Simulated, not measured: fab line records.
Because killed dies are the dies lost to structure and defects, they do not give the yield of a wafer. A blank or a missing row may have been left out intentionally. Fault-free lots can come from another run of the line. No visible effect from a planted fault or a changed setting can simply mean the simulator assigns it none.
Which of the tools did it? | flow sky130 | 12 lots, 36 wafers sampled, at 4 steps of a route of 708

## WHAT EACH GAUGE READ, for each wafer
SKY_LDD_HVP_TW_MEAS_10. Usual: LDD_HVP_TW gives 461.3 (standard deviation 2.3).
lot  | measured     | on            | LDD_HVP_TW        | flag
L732 | day 21 00:02 | film_metro-01 | 462.3 461.2 462.2 |
L735 | day 22 09:47 | film_metro-04 | 460.1 462.5 459.8 |
L736 | day 22 21:52 | film_metro-01 | 460.8 461.7 462.4 |
L740 | day 24 10:53 | film_metro-04 | 461.7 462.2 461.2 |
L739 | day 24 11:53 | film_metro-04 | 463.2 462.3 461.5 |
L744 | day 25 22:19 | film_metro-04 | 464.1 464.4 463.9 |
L745 | day 26 02:41 | film_metro-03 | 414.3 414.4 413.2 | OFF
L746 | day 26 10:34 | film_metro-03 | 411.6 411.9 413.8 | OFF
L749 | day 27 18:02 | film_metro-01 | 459.1 458.3 459.9 |
L750 | day 27 19:10 | film_metro-01 | 459.9 460.5 459.4 |
L753 | day 28 15:28 | film_metro-04 | 465.9 461.8 463.5 |
L754 | day 29 04:10 | film_metro-04 | 461.2 464.4 462.6 |

SKY_POLY_CUT_CD_MEAS_08 targets a cd of 270 nm. Usual: cd_nm reads 270.3 nm (standard deviation 1.4).
lot  | measured     | on        | cd_nm (nm)        | flag
L732 | day 23 15:13 | cd_sem-02 | 269.8 270.9 269.4 |
L735 | day 24 23:38 | cd_sem-01 | 269.7 270.5 271.5 |
L736 | day 25 11:34 | cd_sem-01 | 270.1 270.5 270.3 |
L740 | day 26 23:07 | cd_sem-01 | 268.4 268.2 267.9 |
L739 | day 27 00:37 | cd_sem-01 | 267.8 269.3 268.9 |
L744 | day 28 12:16 | cd_sem-01 | 269.5 270.8 270.1 |
L745 | day 28 16:42 | cd_sem-01 | 271.9 271.1 271.1 |
L746 | day 29 01:21 | cd_sem-01 | 268.4 269.6 270.3 |
L749 | day 30 04:53 | cd_sem-02 | 270.6 273.0 272.3 |
L750 | day 30 06:38 | cd_sem-01 | 270.2 270.1 270.1 |
L753 | day 31 01:21 | cd_sem-01 | 271.6 272.3 271.4 |
L754 | day 31 16:16 | cd_sem-01 | 269.5 269.4 269.2 |

## WHAT TOOL EACH LOT RAN ON (gives the tool, then ch and the chambers of the sampled wafers, and finally the start)
lot  | SKY_RES_PROTECT_STRIP_07             | SKY_LDD_HVP_IMPLANT_08
L732 | plasma_asher-03 ch 0,1, day 14 18:52 | implanter-03 ch 0, day 20 23:48
L735 | plasma_asher-03 ch 0,1, day 15 23:25 | implanter-02 ch 0, day 22 09:32
L736 | plasma_asher-01 ch 0,1, day 16 11:13 | implanter-03 ch 0, day 22 21:37
L740 | plasma_asher-03 ch 0,1, day 17 23:31 | implanter-01 ch 0, day 24 10:38
L739 | plasma_asher-01 ch 0,1, day 17 23:37 | implanter-03 ch 0, day 24 11:39
L744 | plasma_asher-04 ch 0, day 19 11:43   | implanter-01 ch 0, day 25 22:05
L745 | plasma_asher-04 ch 0,1, day 19 15:58 | implanter-03 ch 0, day 26 02:26
L746 | plasma_asher-03 ch 0, day 20 01:40   | implanter-03 ch 0, day 26 10:19
L749 | plasma_asher-04 ch 0,1, day 21 08:34 | implanter-02 ch 0, day 27 17:47
L750 | plasma_asher-03 ch 0,1, day 21 08:34 | implanter-02 ch 0, day 27 18:55
L753 | plasma_asher-03 ch 0,1, day 22 06:10 | implanter-01 ch 0, day 28 15:13
L754 | plasma_asher-04 ch 0,1, day 22 20:40 | implanter-02 ch 0, day 29 03:55
- SKY_RES_PROTECT_STRIP_07: strips in O2/N2.
- SKY_LDD_HVP_IMPLANT_08

## AS READ BY THE TOOLS THEMSELVES (means over the sampled wafers that have a number; for cases with no such wafer, the mark the record gives instead)
SKY_RES_PROTECT_STRIP_07. Usual: drypump_motor_current_A 5.8 A, standard deviation 0.37; oes_product_au 0.519 a.u., standard deviation 0.0044; strip_time_to_endpoint_s 23.20 s, standard deviation 0.052.
lot  | tool            | drypump_motor_current_A (A) | oes_product_au (a.u.) | strip_time_to_endpoint_s (s) | flag
L732 | plasma_asher-03 | 5.8                         | 0.519                 | 23.26                        |
L735 | plasma_asher-03 | 5.8                         | 0.519                 | 23.20                        |
L736 | plasma_asher-01 | 5.8                         | 0.524                 | 23.28                        |
L740 | plasma_asher-03 | 6.1                         | 0.519                 | 23.16                        |
L739 | plasma_asher-01 | 6.0                         | 0.522                 | 23.22                        |
L744 | plasma_asher-04 | 5.9                         | 0.515                 | 23.13                        |
L745 | plasma_asher-04 | 5.7                         | 0.516                 | 23.18                        |
L746 | plasma_asher-03 | 6.3                         | 0.516                 | 23.17                        |
L749 | plasma_asher-04 | 5.5                         | 0.523                 | 23.19                        |
L750 | plasma_asher-03 | 5.8                         | 0.519                 | 23.27                        |
L753 | plasma_asher-03 | 6.1                         | 0.518                 | 23.25                        |
L754 | plasma_asher-04 | 5.7                         | 0.519                 | 23.12                        |

SKY_LDD_HVP_IMPLANT_08. Usual: dose_ions_cm2 1.7e+13, standard deviation 1.7e+10; faraday_current_uA 95.5, standard deviation 2.
lot  | tool         | dose_ions_cm2 | faraday_current_uA | flag
L732 | implanter-03 | 1.7e+13       | 94.8               |
L735 | implanter-02 | 1.7e+13       | 94.7               |
L736 | implanter-03 | 1.7e+13       | 95.2               |
L740 | implanter-01 | 1.7e+13       | 95.7               |
L739 | implanter-03 | 1.7e+13       | 97.0               |
L744 | implanter-01 | 1.7e+13       | 95.6               |
L745 | implanter-03 | 1.2e+13       | 67.6               | OFF
L746 | implanter-03 | 1.2e+13       | 68.4               | OFF
L749 | implanter-02 | 1.7e+13       | 95.5               |
L750 | implanter-02 | 1.7e+13       | 97.5               |
L753 | implanter-01 | 1.7e+13       | 96.3               |
L754 | implanter-02 | 1.7e+13       | 95.3               |

## THE ANSWER, worked out from the rows above alone
Rule: take the mean of a lot's wafers that have a number; if it is more than 3 standard deviations from the usual mean, the lot is off. A lot without any number at a reading at which 4 lots or more have one is off too. The other lots that the step has rows for count as sound. The gauges are gone through in route order, then the tools' own readings, and for those a lot's mean is taken as printed above. At the first step where some lot is off, the reading lying furthest off is the one used; lots without a number count as furthest.
Off: at SKY_LDD_HVP_TW_MEAS_10 (LDD_HVP_TW), L745, L746.
If a tool, at a process step before that reading, ran all the lots that are off and no sound lot after the first of them, it fits. The gauges at SKY_LDD_HVP_TW_MEAS_10 aren't tried: what is off there is off at SKY_LDD_HVP_IMPLANT_08 too, on other tools, and a gauge's error can't cause that. One fits: SKY_LDD_HVP_IMPLANT_08 on implanter-03. Its last sound lot is L739 (day 24 11:39), its first lot that is off L745 (day 26 02:26): a fault that began between those two fits.
The tool's own readings at SKY_LDD_HVP_IMPLANT_08 bear it out: on the lots that are off they differ by more than 5 times the standard deviation of the sound lots' means. dose_ions_cm2 reads 1.2e+13 there against 1.7e+13 on the sound lots; faraday_current_uA reads 68.0 there against 95.8 on the sound lots.

## WHAT THE SIMULATOR PUT IN
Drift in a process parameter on implanter-03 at SKY_LDD_HVP_IMPLANT_08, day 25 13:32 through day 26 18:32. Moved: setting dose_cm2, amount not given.
Shown lots that were struck: L745, L746. The same result came from the rule above.
